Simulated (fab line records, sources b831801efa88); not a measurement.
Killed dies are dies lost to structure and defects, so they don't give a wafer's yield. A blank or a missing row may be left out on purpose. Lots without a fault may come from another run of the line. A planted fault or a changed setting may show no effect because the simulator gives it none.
Problem report in the 8D (eight disciplines) form, filled by code | flow sky130 | the parts of the form that need people (team, actions taken, sign-off) are left out

1. THE PROBLEM
killed_at_front_end at SKY_PAD_OPEN_PROBE_99 reads a mean of 59 on 6 wafers of 2 lots; wafers without a fault read 15 with a standard deviation of 4.2. That is +10 standard deviations from the usual mean.
First seen on wafer L195.3, day 47 03:04, on prober-02. The record holds 15 wafers of 5 lots with a number at this step. Rule for "out", or "out of limits": more than 4 standard deviations from the usual mean. The other wafers with a number count as sound.

2. WHAT IT IS AND WHAT IT IS NOT
question                    | is                     | is not
which readings at this step | killed_at_front_end    | killed_at_M0_to_M3, killed_at_M4_up, killed_at_contacts, killed_at_other, killed_open, killed_short
which lots                  | L195, L198             | L193, L205, L210
which wafers of those lots  | all that have a number | -
read on which tools         | prober-01, prober-02   | -
when                        | from day 47 03:04      | up to then (3 sound wafers); but 6 sound wafers of L205, L210 came after

3. SUSPECTS, AND WHAT RULES EACH OUT
Counting: a tool at a process step up to the reading stays a suspect if it ran every lot that is out and no sound lot after the first of them.
- wet_bench-02 at SKY_FIELD_ISO_CLEAN_19 (cleans in SC1/SC2, time 150 s): ruled out as a lasting fault. Sound lots L210 ran on it after its first lot that is out, L195 (day 3 07:56).
- plasma_asher-04 at SKY_PAD_OPEN_STRIP_08 (strips in O2/N2): kept. It ran every lot that is out, first L195 (day 47 00:47), and no sound lot after that.
Left after counting: plasma_asher-04 at SKY_PAD_OPEN_STRIP_08.

4. THE CAUSE (what the simulator had put in)
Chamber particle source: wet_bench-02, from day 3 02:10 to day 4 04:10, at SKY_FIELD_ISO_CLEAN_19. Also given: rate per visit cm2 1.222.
Counting ruled it out, wrongly: the rule takes a fault to strike every lot that its tool runs from its start on, and this one did not.

5. THE CHAIN OF EFFECTS, in route order
Each row: a reading whose mean over the struck wafers that have a number lies more than 3 standard deviations from the usual. Only readings for which the record gives a usual standard deviation are gone through. hours: the time from each lot's start at the first step in this table that gives one to its start at this step, as a median over the lots. sigmas: the change in usual standard deviations.
hours | step                  | reading             | usual | on struck wafers | change | sigmas
0     | SKY_PAD_OPEN_PROBE_99 | killed_at_front_end | 15    | 59               | +44    | +10
0     | SKY_PAD_OPEN_PROBE_99 | killed_dies         | 85    | 124              | +40    | +4.2
The process steps in it:
- SKY_PAD_OPEN_PROBE_99

6. WHAT WOULD HAVE CAUGHT IT SOONER
In this record the first reading out of limits was taken at day 47 03:04, 1057 hours after the fault began at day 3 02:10.
